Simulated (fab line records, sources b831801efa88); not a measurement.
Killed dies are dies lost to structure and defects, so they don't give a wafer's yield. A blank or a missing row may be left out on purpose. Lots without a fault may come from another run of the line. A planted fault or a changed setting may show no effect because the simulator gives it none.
A struck lot beside a sound one | flow sky130 | 38 steps out of a route of 708
Sound: wafers L490.1, L490.5, L490.6. Struck: wafers L496.1, L496.3, L496.5. The cause comes at the end.
At each step with rows: each side's tool, then ch and its chambers, then its first start. Under that, the readings that differ: sound wafers | struck wafers | difference of the means | sigmas: that difference in standard deviations of wafers without a fault.
alike: readings whose means differ by less than 2 such deviations, and words and numbers that are the same on both sides. not compared: withheld readings, readings that some wafer has no value for, bounds like >300 that may hide the same value, and numbers for which the record gives no deviation and whose values overlap.
The two part at a step that has a row with sigmas, a row that says differs or no value, or rows on one side only. Numbers that don't overlap but have no deviation are shown without sigmas and don't part them. A reading that every wafer of one side lacks parts them only if that side has two wafers or more.

first, 10 steps without rows for these wafers: SKY_RES_PROTECT_DEHYDRATE_00 (time 60 s); SKY_RES_PROTECT_HMDS_01 (prime time 60 s); SKY_RES_PROTECT_COAT_02 (resist thk 1140 nm); SKY_RES_PROTECT_SOFTBAKE_03 (time 60 s); SKY_RES_PROTECT_EXPOSE_04 (exposes mask RPM, target cd 1270 nm); SKY_RES_PROTECT_PEB_05; SKY_RES_PROTECT_DEVELOP_06 (develop time 60 s); SKY_POLY_GATE_IMPLANT_02; SKY_RES_PROTECT_STRIP_07 (strips in O2/N2); SKY_RES_PROTECT_CLEAN_09 (cleans in SC1/SC2, time 150 s).
SKY_POLY_GATE_CVD_03: deposits Si3N4 from DCS/NH3, target thk 75 nm, time 1290 s.
  sound on lpcvd-02 ch 0, day 19 00:34; struck on lpcvd-02 ch 1, day 21 14:17
  reading                                     | sound            | struck            | difference | sigmas
  zone_power_bottom_pct (%)                   | 21.9 21.6 21.3   | 19.6 19.7 19.9    | -1.9       | -2
  model.Si3N4_of_POLY_GATE_CVD_03.thk_nm (nm) | 74.98 75.4 75.16 | 109.2 109.2 109.2 | +34.0      |
SKY_POLY_GATE_THK_MEAS_04:
  sound on film_metro-03, day 19 01:55; struck on film_metro-01, day 21 15:39
  reading                   | sound          | struck            | difference | sigmas
  POLY_GATE_CVD_03_THK (nm) | 75.0 75.4 75.1 | 109.2 109.1 109.2 | +34.0      | +57
then, 9 steps without rows for these wafers: SKY_POLY_GATE_DEHYDRATE_05 (time 60 s); SKY_POLY_GATE_HMDS_06 (prime time 60 s); SKY_POLY_GATE_COAT_07 (resist thk 110 nm); SKY_POLY_GATE_COAT_08 (resist thk 450 nm); SKY_POLY_GATE_SOFTBAKE_09 (time 90 s); SKY_POLY_GATE_EXPOSE_10 (exposes mask P1M, target cd 150 nm); SKY_POLY_GATE_PEB_11; SKY_POLY_GATE_DEVELOP_12 (develop time 60 s); SKY_POLY_GATE_ETCH_15 (etches BARC in N2/H2, stops on SiO2, time 118.5 s, target depth 110 nm).
SKY_POLY_GATE_ETCH_16: etches Si3N4 in CH3F/O2, stops on poly-Si, time 147.5 s, target depth 75 nm.
  sound on rie_diel-03 ch 0,1,2, day 20 08:38; struck on rie_diel-03 ch 1,2, day 22 22:29
  reading                  | sound                | struck               | difference | sigmas
  oes_product_au (a.u.)    | 0.637 0.639 0.646    | 0.767 0.764 0.758    | +0.122     | +24
  throttle_valve_pct (%)   | 10.532 10.511 10.532 | 10.543 10.570 10.547 | +0.028     | +3
  model.etch.depth_nm (nm) | 74.98 75.4 75.16     | 109.2 109.2 109.2    | +34.0      |
  alike: drypump_motor_current_A
  not compared: rf_hours_counter_h
then, 13 steps without rows for these wafers: SKY_POLY_GATE_ETCH_17 (etches poly-Si in HBr/Cl2, stops on SiO2, target depth 180 nm, time 70.5 s); SKY_POLY_GATE_STRIP_18 (strips in O2/N2); SKY_POLY_GATE_CLEAN_19 (cleans in SC1/SC2, time 150 s); SKY_POLY_GATE_OXIDATION_20 (stabilise 600 s, purge 300 s, target thk 4 nm); SKY_LDD_N_DEHYDRATE_00 (time 60 s); SKY_LDD_N_HMDS_01 (prime time 60 s); SKY_LDD_N_COAT_02 (resist thk 300 nm); SKY_LDD_N_SOFTBAKE_03 (time 60 s); SKY_LDD_N_EXPOSE_04 (exposes mask NTM, target cd 840 nm); SKY_LDD_N_PEB_05; SKY_LDD_N_DEVELOP_06 (develop time 60 s); SKY_LDD_N_IMPLANT_08; SKY_LDD_N_IMPLANT_09.
-- the record jumps here: 6 days lie between the struck wafers' starts before and after (it left off in module LDD_N and takes up again in module LDD_LDN, whose first step shown is number 303 of the route) --
SKY_LDD_LDN_CLEAN_14: cleans in SC1/SC2, time 150 s.
  sound on wet_bench-04 ch 2, day 26 19:17; struck on wet_bench-02 ch 0, day 29 07:01
  reading                                     | sound             | struck        | difference | sigmas
  model.Si3N4_of_POLY_GATE_CVD_03.thk_nm (nm) | 74.85 75.26 75.02 | 109.1 109 109 | +34.0      |
  alike: bath_guard_temp_C
SKY_POLY_CUT_ETCH_11: etches Si3N4 in CF4/CH2F2/Ar, stops on poly-Si, time 42.5 s, target depth 60 nm.
  sound on rie_diel-04 ch 1,2,3, day 28 03:13; struck on rie_diel-01 ch 0,1,3, day 30 12:57
  reading                              | sound             | struck            | difference | sigmas
  oes_product_au (a.u.)                | 0.831 0.828 0.828 | 0.988 0.990 0.988 | +0.160     | +29
  model.POLY_CUT.feature_depth_nm (nm) | 62.17 62.19 62.35 | 83.28 84.49 84.64 | +21.90     |
  model.etch.depth_nm (nm)             | 62.17 62.19 62.35 | 83.28 84.49 84.64 | +21.90     |
  alike: drypump_motor_current_A, throttle_valve_pct
  not compared: rf_hours_counter_h
-- the record jumps here: 20 days lie between the struck wafers' starts before and after (it left off in module POLY_CUT and takes up again in module PAD_OPEN, whose first step shown is number 708 of the route) --
SKY_PAD_OPEN_PROBE_99:
  sound on prober-01, day 50 00:34; struck on prober-02, day 50 01:57
  reading             | sound    | struck      | difference | sigmas
  killed_at_front_end | 19 20 23 | 417 421 434 | +403       | +94
  killed_dies         | 90 87 84 | 492 492 491 | +405       | +44
  killed_on_rim       | 17 14 18 | 96 96 96    | +80        | +19
  alike: killed_at_M0_to_M3, killed_at_M4_up, killed_at_contacts, killed_at_other, killed_open, killed_short

WHERE THEY PART
First at SKY_POLY_GATE_CVD_03; last, within this record, at SKY_PAD_OPEN_PROBE_99.

WHY: what the simulator had put in
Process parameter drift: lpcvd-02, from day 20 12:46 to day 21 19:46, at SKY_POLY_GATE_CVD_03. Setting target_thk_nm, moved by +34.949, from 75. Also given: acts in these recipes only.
